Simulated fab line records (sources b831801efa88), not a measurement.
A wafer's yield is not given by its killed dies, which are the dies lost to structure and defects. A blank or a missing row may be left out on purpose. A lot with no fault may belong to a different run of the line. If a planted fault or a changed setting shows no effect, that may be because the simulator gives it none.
8D (eight disciplines) problem report, filled in by code | flow gf180mcu | the parts of the form that need people (team, actions taken, sign-off) are left out

1. THE PROBLEM
At GF_M2_SPUTTER_01, cathode-dc-power-W averages 6267.2 W over 6 wafers from 2 lots, while fault-free wafers read 6500.0 W, standard deviation 1.3. That is -99 or more standard deviations from the usual mean.
The step: material TiN, target thk 30 nm, time 25 s.
The first sign was on wafer L933.3 at day 24 13:05, on pvd-sputter-02. The record holds 36 wafers of 12 lots with a number at this step. Rule for "out", or "out of limits": more than 4 standard deviations from the usual mean. The other wafers with a number count as sound.

2. WHAT IT IS, AND WHAT IT ISN'T
question                    | is                     | is not
which readings at this step | cathode-dc-power-W     | chamber-pressure-pa, throttle-valve-pct
which lots                  | L933, L935             | L917, L918, L919, L922, L923, L924, L925, L926, L937, L938
which wafers of those lots  | all that have a number | -
read on which tools         | pvd-sputter-02         | pvd-sputter-01, pvd-sputter-03
when                        | from day 24 13:05      | up to then (24 sound wafers); but 6 sound wafers of L937, L938 came after

3. THE SUSPECTS, EACH WITH WHAT RULES IT OUT
Counting: a tool at any process step up to the reading remains a suspect when it ran all the lots that are out and ran no sound lot after the first of those.
- pvd-sputter-02 at GF_M2_SPUTTER_00 (material Ti, target thk 37.5 nm, time 150 s): kept. Every lot that is out went through it, starting with L933 (day 24 12:59), and after that it ran no sound lot; the last sound lot it ran before then is L925 (day 22 04:42).
- pvd-sputter-02 at GF_M2_SPUTTER_01 (material TiN, target thk 30 nm, time 25 s): kept. Every lot that is out went through it, starting with L933 (day 24 13:05), and after that it ran no sound lot; the last sound lot it ran before then is L925 (day 22 04:48). On those wafers its own readings are out: cathode-dc-power-W.
Left after counting: pvd-sputter-02 at GF_M2_SPUTTER_00, pvd-sputter-02 at GF_M2_SPUTTER_01.

4. THE CAUSE (what the simulator had put in)
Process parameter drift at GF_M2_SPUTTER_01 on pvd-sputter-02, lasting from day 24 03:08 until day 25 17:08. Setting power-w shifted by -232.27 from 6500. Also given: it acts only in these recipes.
After counting, 2 suspects remain, this tool included.

5. THE EFFECT CHAIN, in route order
One row per reading whose mean, taken over the struck wafers that have a number, lies over 3 standard deviations from the usual. Only readings whose record carries a usual standard deviation are examined. hours: median over the lots of the time between each lot's start at the first step of this table that gives one and its start at this step. sigmas: the change, counted in usual standard deviations.
hours | step             | reading            | usual    | on struck wafers | change | sigmas
0     | GF_M2_SPUTTER_01 | cathode-dc-power-W | 6500.0 W | 6267.2           | -232.8 | -99 or more
It contains these process steps:
- GF_M2_SPUTTER_01: material TiN, target thk 30 nm, time 25 s.

6. HOW IT WOULD HAVE BEEN CAUGHT EARLIER
First out-of-limits reading in this record: day 24 13:05, which is 10 hours after fault onset at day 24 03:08.
